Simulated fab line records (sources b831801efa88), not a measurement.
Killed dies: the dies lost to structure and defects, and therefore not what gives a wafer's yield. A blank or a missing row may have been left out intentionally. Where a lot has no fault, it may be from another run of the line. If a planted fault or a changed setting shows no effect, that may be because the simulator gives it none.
What tool caused it? | flow gf180mcu | 24 lots with 72 wafers sampled at 4 steps, on a route of 602 steps

WHAT THE GAUGES READ, wafer by wafer
GF_CONTACT_RS_MEAS_25: measurement is done with a four-point probe. Usual: CONTACT_W_RS typically reads 0.385 ohm/sq, with standard deviation 0.0041.
lot  | measured     | on           | CONTACT_W_RS (ohm/sq) | flag
L074 | day 16 02:31 | filmMetro-04 | 0.385 0.381 0.376     | 
L075 | day 16 08:27 | filmMetro-03 | 0.379 0.385 0.377     | 
L076 | day 16 19:00 | filmMetro-03 | 0.385 0.376 0.390     | 
L077 | day 17 03:29 | filmMetro-03 | 0.390 0.386 0.387     | 
L078 | day 17 14:21 | filmMetro-03 | 0.377 0.380 0.387     | 
L079 | day 17 22:20 | filmMetro-01 | 0.388 0.392 0.388     | 
L080 | day 18 09:43 | filmMetro-01 | 0.380 0.385 0.389     | 
L081 | day 18 19:55 | filmMetro-04 | 0.378 0.379 0.384     | 
L082 | day 19 05:27 | filmMetro-01 | 0.386 0.387 0.389     | 
L083 | day 19 17:15 | filmMetro-03 | 0.391 0.389 0.386     | 
L084 | day 19 21:17 | filmMetro-04 | 0.384 0.381 0.389     | 
L085 | day 20 14:02 | filmMetro-04 | 0.389 0.389 0.386     | 
L086 | day 20 23:55 | filmMetro-04 | 0.390 0.385 0.392     | 
L087 | day 21 05:26 | filmMetro-03 | 0.391 0.390 0.386     | 
L088 | day 21 09:52 | filmMetro-01 | 0.382 0.384 0.392     | 
L089 | day 21 19:48 | filmMetro-03 | 0.377 0.381 0.381     | 
L090 | day 22 03:45 | filmMetro-01 | 0.387 0.380 0.383     | 
L091 | day 22 10:56 | filmMetro-01 | 0.384 0.386 0.376     | 
L092 | day 22 18:46 | filmMetro-01 | 0.386 0.387 0.385     | 
L093 | day 23 04:09 | filmMetro-03 | 0.386 0.391 0.386     | 
L094 | day 23 12:58 | filmMetro-03 | 0.383 0.386 0.386     | 
L095 | day 23 19:13 | filmMetro-03 | 0.387 0.393 0.388     | 
L096 | day 24 02:11 | filmMetro-04 | 0.376 0.385 0.378     | 
L097 | day 24 11:55 | filmMetro-04 | 0.390 0.380 0.376     | 

GF_CONTACT_THK_MEAS_26: measures by xrf. Usual: CONTACT_W_THK typically reads 306 nm, with standard deviation 3.7.
lot  | measured     | on           | CONTACT_W_THK (nm) | flag
L074 | day 16 02:38 | filmMetro-04 | 304 307 311        | 
L075 | day 16 08:34 | filmMetro-03 | 315 308 315        | 
L076 | day 16 19:07 | filmMetro-03 | 308 312 305        | 
L077 | day 17 03:35 | filmMetro-03 | 301 307 305        | 
L078 | day 17 14:26 | filmMetro-03 | 315 311 304        | 
L079 | day 17 22:26 | filmMetro-01 | 304 299 304        | 
L080 | day 18 09:50 | filmMetro-01 | 306 302 301        | 
L081 | day 18 20:02 | filmMetro-04 | 311 308 306        | 
L082 | day 19 05:34 | filmMetro-01 | 307 307 307        | 
L083 | day 19 17:22 | filmMetro-03 | 305 307 310        | 
L084 | day 19 21:24 | filmMetro-04 | 304 309 301        | 
L085 | day 20 14:09 | filmMetro-04 | 303 302 304        | 
L086 | day 21 00:01 | filmMetro-04 | 299 303 298        | 
L087 | day 21 05:33 | filmMetro-03 | 299 300 301        | 
L088 | day 21 09:59 | filmMetro-01 | 307 306 302        | 
L089 | day 21 19:55 | filmMetro-03 | 309 307 309        | 
L090 | day 22 03:52 | filmMetro-01 | 306 311 307        | 
L091 | day 22 11:04 | filmMetro-01 | 308 307 315        | 
L092 | day 22 18:52 | filmMetro-01 | 305 305 308        | 
L093 | day 23 04:16 | filmMetro-03 | 306 304 307        | 
L094 | day 23 13:05 | filmMetro-03 | 308 308 304        | 
L095 | day 23 19:20 | filmMetro-03 | 304 303 307        | 
L096 | day 24 02:18 | filmMetro-04 | 312 304 310        | 
L097 | day 24 12:02 | filmMetro-04 | 300 308 310        | 

GF_M1_OVL_MEAS_15. Usual: M1_OVL typically reads 5 nm, with standard deviation 6.
lot  | measured     | on         | M1_OVL (nm) | flag
L074 | day 17 01:31 | overlay-01 | 4 7 0       | 
L075 | day 17 08:11 | overlay-02 | 7 13 9      | 
L076 | day 17 19:31 | overlay-02 | 3 13 2      | 
L077 | day 18 03:17 | overlay-01 | 6 14 9      | 
L078 | day 18 14:37 | overlay-01 | 0 5 2       | 
L079 | day 18 22:30 | overlay-01 | 2 -3 1      | 
L080 | day 19 10:49 | overlay-02 | -1 15 3     | 
L081 | day 19 21:26 | overlay-02 | 5 11 7      | 
L082 | day 20 06:53 | overlay-01 | 14 2 16     | 
L083 | day 20 18:08 | overlay-02 | 1 9 9       | 
L084 | day 20 22:23 | overlay-01 | 0 8 -1      | 
L085 | day 21 14:18 | overlay-01 | 9 9 7       | 
L086 | day 22 00:01 | overlay-01 | 3 3 -2      | 
L087 | day 22 05:32 | overlay-02 | 9 7 7       | 
L088 | day 22 10:09 | overlay-01 | -1 -1 -3    | 
L089 | day 22 19:56 | overlay-02 | 8 10 -7     | 
L090 | day 23 04:11 | overlay-01 | 6 11 8      | 
L091 | day 23 11:09 | overlay-02 | -2 -2 7     | 
L092 | day 23 18:26 | overlay-02 | 0 -6 5      | 
L093 | day 24 03:19 | overlay-01 | 1 13 11     | 
L094 | day 24 11:35 | overlay-01 | 2 -1 10     | 
L095 | day 24 18:31 | overlay-01 | 4 16 6      | 
L096 | day 25 01:20 | overlay-01 | 9 2 4       | 
L097 | day 25 10:40 | overlay-02 | 12 6 16     | 

WHICH TOOL RAN EACH LOT (tool, then ch and the chambers of the sampled wafers, then the start)
lot  | GF_CONTACT_CMP_27
L074 | cmp-02 ch 0,1, day 16 02:41
L075 | cmp-01 ch 0,1,2, day 16 08:40
L076 | cmp-02 ch 0,2,3, day 16 19:16
L077 | cmp-01 ch 0,1, day 17 03:38
L078 | cmp-02 ch 2,3, day 17 14:28
L079 | cmp-01 ch 2,3, day 17 22:28
L080 | cmp-02 ch 0,1,3, day 18 09:59
L081 | cmp-01 ch 0,1, day 18 20:09
L082 | cmp-01 ch 0,2,3, day 19 05:44
L083 | cmp-01 ch 0,2,3, day 19 17:29
L084 | cmp-01 ch 0,1,2, day 19 21:31
L085 | cmp-02 ch 1,2,3, day 20 14:13
L086 | cmp-02 ch 0,2, day 21 00:04
L087 | cmp-01 ch 0,1,3, day 21 05:39
L088 | cmp-01 ch 0,1,3, day 21 10:09
L089 | cmp-01 ch 1,2,3, day 21 19:59
L090 | cmp-02 ch 0,1,2, day 22 04:02
L091 | cmp-01 ch 0,2,3, day 22 11:10
L092 | cmp-01 ch 0,1,3, day 22 19:03
L093 | cmp-01 ch 0,1,2, day 23 04:26
L094 | cmp-02 ch 1,2, day 23 13:08
L095 | cmp-01 ch 0,3, day 23 19:23
L096 | cmp-01 ch 0,2,3, day 24 02:30
L097 | cmp-01 ch 0,1,3, day 24 12:11
- GF_CONTACT_CMP_27: polishes, stops on SiO2, t overpolish 15 s, target thk 0 nm.

WHAT THE TOOLS THEMSELVES READ (means of the sampled wafers that have a number; where no wafer has one, the mark that the record gives instead)
GF_CONTACT_CMP_27. Usual: headPressurePsi 3.501 psi, standard deviation 0.0067; motorCurrentA 11.3 A, standard deviation 1.3; overpolishRunS 15.000 s, standard deviation 0.0094; timeToEndpointS 72 s, standard deviation 3.4.
lot  | tool   | headPressurePsi (psi) | motorCurrentA (A) | overpolishRunS (s) | timeToEndpointS (s) | flag
L074 | cmp-02 | 3.495                 | 12.6              | 14.999             | 72                  | 
L075 | cmp-01 | 3.502                 | 11.8              | 14.994             | 70                  | 
L076 | cmp-02 | 3.503                 | 10.7              | 15.001             | 79                  | 
L077 | cmp-01 | 3.500                 | 12.0              | 14.998             | 70                  | 
L078 | cmp-02 | 3.500                 | 9.4               | 14.993             | 74                  | 
L079 | cmp-01 | 3.501                 | 11.7              | 15.004             | 69                  | 
L080 | cmp-02 | 3.497                 | 11.6              | 15.015             | 71                  | 
L081 | cmp-01 | 3.504                 | 11.0              | 15.000             | 70                  | 
L082 | cmp-01 | 3.500                 | 11.2              | 14.991             | 72                  | 
L083 | cmp-01 | 3.501                 | 10.9              | 14.998             | 71                  | 
L084 | cmp-01 | 3.500                 | 11.8              | 15.005             | 68                  | 
L085 | cmp-02 | 3.495                 | 10.2              | 15.006             | 75                  | 
L086 | cmp-02 | 3.499                 | 11.2              | 15.005             | 77                  | 
L087 | cmp-01 | 3.504                 | 11.6              | 14.993             | 69                  | 
L088 | cmp-01 | 3.504                 | 11.2              | 15.000             | 73                  | 
L089 | cmp-01 | 3.494                 | 11.9              | 15.000             | 73                  | 
L090 | cmp-02 | 3.502                 | 11.9              | 14.992             | 70                  | 
L091 | cmp-01 | 3.501                 | 11.3              | 15.001             | 71                  | 
L092 | cmp-01 | 3.495                 | 11.4              | 15.000             | 73                  | 
L093 | cmp-01 | 3.495                 | 11.2              | 14.995             | 73                  | 
L094 | cmp-02 | 3.506                 | 11.5              | 15.004             | 69                  | 
L095 | cmp-01 | 3.499                 | 10.3              | 15.007             | 71                  | 
L096 | cmp-01 | 3.505                 | 11.6              | 14.991             | 72                  | 
L097 | cmp-01 | 3.500                 | 11.3              | 15.002             | 72                  | 

THE ANSWER, worked out from the rows above alone
Rule: lot off if the mean of its wafers having a number is beyond 3 standard deviations from the usual mean. Also off: a lot with no number at a reading for which 4 or more lots have one. Any other lot the step has rows for is counted as sound. Order of review: gauges by route order, followed by the tools' own readings, for which a lot's mean as printed above is used. At the first step where some lot is off, the reading lying furthest off is the one used; lots without a number count as furthest.
No lot is off on any of the readings shown, so nothing can be concluded from this.

WHAT THE SIMULATOR HAD INSERTED
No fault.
